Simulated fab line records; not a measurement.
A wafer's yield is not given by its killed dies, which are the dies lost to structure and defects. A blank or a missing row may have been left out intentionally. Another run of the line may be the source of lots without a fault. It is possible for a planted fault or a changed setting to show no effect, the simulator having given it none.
Struck lot and sound lot, side by side | flow sky130 | 38 out of 708 route steps
Sound: wafers L745.3, L745.4, L745.5. The struck wafers were L763.4, L763.5, L763.6. Last of all comes the cause.
Per side, at each step with rows, come the tool, then ch with its chambers, and then its first start. Under that, the readings that differ: sound wafers | struck wafers | difference of the means | sigmas: that difference in standard deviations of wafers without a fault.
alike: readings whose means differ by less than 2 such deviations, and words and numbers that are the same on both sides. not compared: withheld readings, readings that some wafer has no value for, bounds like >300 that may hide the same value, and numbers for which the record gives no deviation and whose values overlap.
The two part at a step that has a row with sigmas, a row that says differs or no value, or rows on one side only. When numbers do not overlap yet have no deviation, they are printed without sigmas and do not part them. A reading missing from all wafers of one side parts the sides only when that side holds two or more wafers.

first, 9 steps without rows for these wafers: SKY_VIA3_SPUTTER_20 (material TiN, target thk 20 nm, time 80 s); SKY_VIA3_CVD_21 (deposits W, target thk 390 nm, time 117.31 s); SKY_VIA3_CMP_24 (polishes, stops on SiO2, t overpolish 20 s, target thk 0 nm); SKY_METAL4_SPUTTER_00 (material Ti, target thk 15 nm, time 10 s); SKY_METAL4_SPUTTER_01 (material TiN, target thk 20 nm, time 16.7 s); SKY_METAL4_SPUTTER_02 (material AlCu, target thk 735 nm, time 39.1 s); SKY_METAL4_SPUTTER_03 (material Ti, target thk 5 nm, time 3.3 s); SKY_METAL4_SPUTTER_04 (material TiN, target thk 70 nm, time 58.3 s); SKY_CAP2M_CVD_00 (deposits SiO2, target thk 15.5 nm).
SKY_CAP2M_SPUTTER_02: material TiN, target thk 200 nm, time 166.7 s.
  sound: pvd_sputter-03 at day 40 17:37; struck: pvd_sputter-03 at day 45 15:55
  reading                                   | sound                | struck               | difference | sigmas
  cathode_dc_power_W (W)                    | 6502.4 6499.0 6502.7 | 6182.0 6183.9 6184.0 | -318.1     | -99 or more
  model.TiN_of_CAP2M_SPUTTER_02.thk_nm (nm) | 200.7 201.4 202      | 191.9 193.3 192      | -9.0       |
  alike: throttle_valve_pct
SKY_CAP2M_RS_MEAS_03: a four-point-probe measurement.
  sound: film_metro-01 at day 40 17:46; struck: film_metro-01 at day 45 16:05
  reading               | sound          | struck         | difference | sigmas
  CAP2M_TIN_RS (ohm/sq) | 6.89 6.88 6.85 | 7.20 7.17 7.21 | +0.32      | +4
SKY_CAP2M_THK_MEAS_04: measures by xrf.
  sound: film_metro-01 at day 40 17:52; struck: film_metro-01 at day 45 16:11
  reading            | sound             | struck            | difference | sigmas
  CAP2M_TIN_THK (nm) | 201.5 202.3 203.3 | 192.4 193.7 192.8 | -9.4       | -4
then, 7 steps without rows for these wafers: SKY_CAP2M_DEHYDRATE_05 (time 60 s); SKY_CAP2M_HMDS_06 (prime time 60 s); SKY_CAP2M_COAT_07 (resist thk 1140 nm); SKY_CAP2M_SOFTBAKE_08 (time 60 s); SKY_CAP2M_EXPOSE_09 (exposes mask CAP2M, target cd 1000 nm); SKY_CAP2M_PEB_10; SKY_CAP2M_DEVELOP_11 (develop time 60 s).
SKY_CAP2M_METAL_ETCH_13: etches TiN in Cl2/BCl3, stops on SiO2, target depth 220 nm, time 62.9 s.
  sound on rie_metal-03 ch 0,1, day 41 17:32; struck on rie_metal-03 ch 0,1, day 46 13:14
  reading                           | sound             | struck            | difference | sigmas
  oes_product_au (a.u.)             | 0.948 0.945 0.950 | 0.923 0.928 0.923 | -0.023     | -3
  model.CAP2M.feature_depth_nm (nm) | 200.7 201.4 202   | 191.9 193.3 192   | -9.0       |
  model.etch.depth_nm (nm)          | 200.7 201.4 202   | 191.9 193.3 192   | -9.0       |
  alike: drypump_motor_current_A, mfc_cl2_sccm, throttle_valve_pct
  not compared: rf_hours_counter_h
then, 16 steps without rows for these wafers: SKY_CAP2M_STRIP_14 (strips in O2/N2); SKY_CAP2M_STRIP_15 (strips in post etch residue remover, time 1200 s); SKY_CAP2M_CLEAN_16 (cleans in IPA, time 180 s); SKY_CAP2M_CLEAN_17 (cleans in O3/DIW); SKY_METAL4_DEHYDRATE_05 (time 60 s); SKY_METAL4_HMDS_06 (prime time 60 s); SKY_METAL4_COAT_07 (resist thk 60 nm); SKY_METAL4_COAT_08 (resist thk 1140 nm); SKY_METAL4_SOFTBAKE_09 (time 90 s); SKY_METAL4_EXPOSE_10 (exposes mask MM4, target cd 300 nm); SKY_METAL4_PEB_11; SKY_METAL4_DEVELOP_12 (develop time 60 s); SKY_METAL4_DESCUM_15 (chemistry O2, time 8 s); SKY_METAL4_ETCH_16 (etches BARC in N2/H2, stops on SiO2, time 88.2 s, target depth 60 nm); SKY_METAL4_ETCH_17 (etches SiO2 in C4F8/O2/Ar, stops on TiN, time 3.9 s, target depth 15 nm); SKY_METAL4_METAL_ETCH_18 (etches the open film in Cl2/BCl3, stops on SiO2, target depth 845 nm, time 183.1 s).
SKY_METAL4_STRIP_20: strips in post etch residue remover, time 1200 s.
  sound on wet_bench-03 ch 3, day 42 18:44; struck on wet_bench-03 ch 1, day 47 10:31
  reading                                   | sound             | struck            | difference | sigmas
  model.TiN_of_CAP2M_SPUTTER_02.thk_nm (nm) | 199.8 200.5 201.2 | 191.1 192.5 191.2 | -8.9       |
-- the record jumps here: 3 days lie between the struck wafers' starts before and after (it left off in module METAL4 and takes up again in module PAD_OPEN, whose first step shown is number 708 of the route) --
SKY_PAD_OPEN_PROBE_99:
  sound: prober-01 at day 46 15:29; struck: prober-01 at day 50 15:23
  reading                           | sound             | struck           | difference | sigmas
  model.etest.cap_mim2.plate_ohm_sq | 5.981 5.914 5.901 | 6.24 6.131 6.266 | +0.28      |
  alike: defect_limited_yield, killed_at_M0_to_M3, killed_at_M4_up, killed_at_contacts, killed_at_front_end, killed_at_other, killed_dies, killed_open, killed_short, sort_bin_3_pad_short, sort_bin_5_function, sort_bin_6_memory, sort_n_pass, sort_yield_pct

== WHERE THEY PART ==
At SKY_CAP2M_SPUTTER_02 first; at SKY_CAP2M_METAL_ETCH_13 last (within this record only). Later steps at which nothing parts them and some readings are alike: SKY_PAD_OPEN_PROBE_99.

WHY: whatever the simulator had introduced
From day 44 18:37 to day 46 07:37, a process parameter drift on pvd_sputter-03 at SKY_CAP2M_SPUTTER_02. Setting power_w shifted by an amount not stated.
